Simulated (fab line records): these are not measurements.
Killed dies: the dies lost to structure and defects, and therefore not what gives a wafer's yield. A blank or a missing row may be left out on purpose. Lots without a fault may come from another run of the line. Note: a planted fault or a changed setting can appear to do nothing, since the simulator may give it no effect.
The tool behind it: which one? -- flow gf180mcu -- 6 lots, 18 wafers sampled, at 2 steps of a route of 602

== WHAT EACH GAUGE READ, for each wafer ==
GF_CONTACT_THK_MEAS_01.
lot,measured,on,CONTACT_CVD_00_THK (nm)
L668,day 16 06:46,filmMetro-02,298 302 299
L670,day 16 22:34,filmMetro-04,303 301 303
L674,day 18 05:51,filmMetro-01,454 455 447
L681,day 21 01:07,filmMetro-04,299 301 300
L684,day 22 03:26,filmMetro-02,301 303 302
L686,day 23 02:45,filmMetro-01,302 305 300

== WHICH TOOL RAN EACH LOT (tool, then ch and the chambers of the sampled wafers, then the start) ==
lot,GF_CONTACT_CVD_00
L668,"hdpcvd-01 ch 1,2, day 16 06:43"
L670,"hdpcvd-01 ch 0,1,2, day 16 22:31"
L674,"hdpcvd-01 ch 0,1,2, day 18 05:49"
L681,"hdpcvd-02 ch 0,2, day 21 01:03"
L684,"hdpcvd-02 ch 0,1,2, day 22 03:23"
L686,"hdpcvd-01 ch 0,2, day 23 02:41"
- GF_CONTACT_CVD_00: deposits SiO2, target thk 300 nm, time 50 s.

== THE ANSWER, worked out from the rows above alone ==
Rule: what is usual is taken from the lots themselves. Put in order of their means at a reading, lots are off if they are a third of the lots or fewer, leave a main group of 4 or more, and stand apart from it by a gap of 3 or more times the standard deviation of the main group's means; of several such gaps the widest counts. Not used: any main group whose means are identical at the precision the tables above print for the reading. Also off: a lot with no number at a reading for which 4 or more lots have one. Any other lot the step has rows for is counted as sound.
Off: L674, at GF_CONTACT_THK_MEAS_01 (CONTACT_CVD_00_THK). Mean 301 nm and standard deviation 1.2 in the main group.
If a tool, at a process step before that reading, ran all the lots that are off and no sound lot after the first of them, it fits. The gauges at GF_CONTACT_THK_MEAS_01 are tried like those tools. None of those tried fits.

== WHAT WAS PUT IN BY THE SIMULATOR ==
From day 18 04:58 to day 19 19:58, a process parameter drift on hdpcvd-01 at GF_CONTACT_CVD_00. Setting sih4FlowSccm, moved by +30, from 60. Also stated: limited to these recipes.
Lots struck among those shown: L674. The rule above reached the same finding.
